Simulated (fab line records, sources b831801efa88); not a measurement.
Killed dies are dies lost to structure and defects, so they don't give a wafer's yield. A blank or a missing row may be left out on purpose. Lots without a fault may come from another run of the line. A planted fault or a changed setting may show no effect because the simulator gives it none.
Chamber matching | flow gf180mcu | GF_PASSIVATION_ETCH_11 on rie_diel-02: 4 sister chambers
The step etches the open film in CF4/O2, stops on TiN, target depth 2040 nm, time 453.3 s. 4 wafers are shown with their chamber, then 9 later ones without.

WAFERS WITH THEIR CHAMBER
wafer  | chamber | oes_product_au (a.u.)
L082.5 | 2       | 0.984
L082.6 | 1       | 0.992
L090.1 | 0       | 0.990
L090.5 | 3       | 0.981

WAFERS WITHOUT THEIR CHAMBER
wafer  | oes_product_au (a.u.)
L092.3 | 0.985
L092.4 | 0.987
L092.6 | 0.987
L094.1 | 0.991
L094.4 | 0.990
L094.5 | 0.994
L095.2 | 0.981
L095.4 | 0.990
L095.5 | 0.992

WHICH CHAMBER EACH WENT THROUGH
wafer  | from the rows above               | in truth
L092.3 | can't be placed: 2 or 3           | 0
L092.4 | can't be placed: 0 or 2 or 1 or 3 | 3
L092.6 | can't be placed: 0 or 2 or 1 or 3 | 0
L094.1 | can't be placed: 0 or 1           | 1
L094.4 | can't be placed: 0 or 1           | 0
L094.5 | can't be placed: 1 or 0           | 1
L095.2 | can't be placed: 3 or 2           | 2
L095.4 | can't be placed: 0 or 1           | 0
L095.5 | can't be placed: 1 or 0           | 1
Placed correctly: 0 of 9. Can't be placed from these rows: 9 (the true chamber is among the candidates in 8). Placed wrongly: 0.
How it was worked out, from the rows above alone: a wafer's distance from a chamber is the root of the sum, over the readings, of the square of ((its reading less the chamber's mean) divided by the reading's scatter). The wafer belongs to the nearest chamber; if the next one is less than 2 further off, it can't be placed. A chamber's mean is the mean of its shown wafers. The scatter: with one shown wafer a chamber, the root of the mean of the squares of how far each hidden wafer lies from its nearest shown one.
